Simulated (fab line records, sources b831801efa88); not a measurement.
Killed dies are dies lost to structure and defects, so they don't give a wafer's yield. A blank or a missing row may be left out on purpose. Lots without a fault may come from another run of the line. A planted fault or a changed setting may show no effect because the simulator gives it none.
Split-lot experiment | flow sfq_line | 5 lots, 23 wafers read, on a route of 325 steps

THE SPLIT
At SFQ_TRILAYER_I0_VIA_LITHO_COAT_031 (resist thk 650 nm), the setting spin_rpm was moved away from the recipe's 3000 rpm on 7 of the 23 wafers read, by -7.1% to +7.0%. The other wafers ran this setting at the recipe's value.

FROM THE SPLIT TO THE READING: what the file shows between them, 3 steps
- SFQ_TRILAYER_I0_VIA_LITHO_PEB_034: peb time 60 s (also split here: peb_temp_c)
- SFQ_TRILAYER_I0_VIA_LITHO_DEVELOP_033: time 60 s
- SFQ_TRILAYER_I0_VIA_BARC_OPEN_VIA_ETCH_046: etches BARC in O2, target depth 125 nm, time 41.7 s

THE READING
KrF_of_TRILAYER_I0_VIA_LITHO_COAT_031.thk_nm (the simulator's own value, which no gauge read), in nm, at SFQ_TRILAYER_I0_VIA_ETCH_VIA_ETCH_034 (etches SiO2 in CHF3, stops on Nb, target depth 260 nm). The file gives no usual value for it. The 16 wafers here that ran the recipe average 528.4 nm, standard deviation 2.1 nm.

wafer  | tool, chamber at the split | spin_rpm as run, rpm | against the recipe | KrF_of_TRILAYER_I0_VIA_LITHO_COAT_031.thk_nm, nm | against lot-mates on the recipe
L078.1 | litho_track-02, 0          | 3210                 | +7.0%              | 505.2                                            | -22.8
L078.2 | litho_track-02, 0          | 3210                 | +7.0%              | 507.3                                            | -20.7
L078.3 | litho_track-02, 0          | 3000                 | recipe             | 525                                              | -
L078.5 | litho_track-02, 0          | 3210                 | +7.0%              | 506.1                                            | -21.9
L078.6 | litho_track-02, 0          | 3000                 | recipe             | 531                                              | -
L080.3 | litho_track-02, 0          | 3000                 | recipe             | 526.4                                            | -
L080.4 | litho_track-02, 0          | 3000                 | recipe             | 525.1                                            | -
L080.5 | litho_track-02, 0          | 3000                 | recipe             | 527                                              | -
L082.1 | litho_track-02, 0          | 3183                 | +6.1%              | 505.5                                            | -22.0
L082.2 | litho_track-02, 0          | 3000                 | recipe             | 527.5                                            | -
L082.3 | litho_track-02, 0          | 3000                 | recipe             | 527.6                                            | -
L082.5 | litho_track-02, 0          | 3000                 | recipe             | 527.4                                            | -
L082.6 | litho_track-02, 0          | 3183                 | +6.1%              | 509.9                                            | -17.6
L083.1 | litho_track-01, 0          | 3000                 | recipe             | 527.5                                            | -
L083.3 | litho_track-01, 0          | 3000                 | recipe             | 527.9                                            | -
L083.4 | litho_track-01, 0          | 3000                 | recipe             | 531.3                                            | -
L083.5 | litho_track-01, 0          | 3000                 | recipe             | 530.4                                            | -
L083.6 | litho_track-01, 0          | 3000                 | recipe             | 530.5                                            | -
L084.1 | litho_track-02, 0          | 3000                 | recipe             | 528.7                                            | -
L084.2 | litho_track-02, 0          | 3000                 | recipe             | 529.8                                            | -
L084.3 | litho_track-02, 0          | 2787                 | -7.1%              | 556.5                                            | +26.3
L084.4 | litho_track-02, 0          | 3000                 | recipe             | 532                                              | -
L084.6 | litho_track-02, 0          | 2787                 | -7.1%              | 554.3                                            | +24.1

THE FIT
A straight line over all 23 wafers: KrF_of_TRILAYER_I0_VIA_LITHO_COAT_031.thk_nm changes by -3.45 nm for each +1% of spin_rpm; r = -0.99; the points scatter about the line by 2.2 nm.
The same after taking each lot's own level away (the mean of its wafers on the recipe; 23 wafers): -3.3 nm for each +1%; r = -0.99; scatter 1.7 nm.
On that fit, the largest move of spin_rpm shifts the reading by 23 nm.
The lots' own levels span 526.17 to 530.17 nm, that is 1.9 times the standard deviation above.
So the lot-to-lot level changes the slope little: the two slopes agree.
Check: with one of the wafers moved furthest among these (-7.1%) left out of the fit, the line predicts +23 nm for it against its lot-mates. It came out at +26.3 nm against them.

OTHER SPLITS ON THESE WAFERS
These wafers also went through other splits before the reading. Each is held against what the fit with the lots' levels taken away leaves over:
other split on the same wafers                    | wafers away from the commonest value | r with KrF_of_TRILAYER_I0_VIA_LITHO_COAT_031.thk_nm (lot level and that fit taken away)
SFQ_TRILAYER_INCOMING_OXIDATION_002 ox_time_s     | 15                                   | +0.17
SFQ_TRILAYER_L0_VIA_LITHO_COAT_018 spin_rpm       | 10                                   | +0.09
SFQ_TRILAYER_L0_VIA_BARC_OPEN_VIA_ETCH_021 time_s | 4                                    | +0.31
SFQ_TRILAYER_M0_LITHO_PEB_024 peb_time_s          | 8                                    | -0.07
SFQ_TRILAYER_M0_ETCH_METAL_ETCH_024 time_s        | 7                                    | -0.30
SFQ_TRILAYER_I0_VIA_LITHO_PEB_034 peb_temp_c      | 10                                   | +0.04

THE WHOLE CHAIN: every reading that the file lists as answering this split, in the file's order
step                                  | what it does                                          | reading                                                                                       | change (the file's fit)              | r (the file's)
SFQ_TRILAYER_I0_VIA_LITHO_COAT_031    | resist thk 650 nm                                     | KrF_of_TRILAYER_I0_VIA_LITHO_COAT_031.thk_nm (the simulator's own value, which no gauge read) | -3.19 nm for each +1% of the setting | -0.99
SFQ_TRILAYER_I0_VIA_ETCH_VIA_ETCH_034 | etches SiO2 in CHF3, stops on Nb, target depth 260 nm | KrF_of_TRILAYER_I0_VIA_LITHO_COAT_031.thk_nm (the simulator's own value, which no gauge read) | -3.32 nm for each +1% of the setting | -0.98

THE FILE'S OWN FIT
KrF_of_TRILAYER_I0_VIA_LITHO_COAT_031.thk_nm changes by -3.32 nm for each +1% of spin_rpm, r = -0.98.
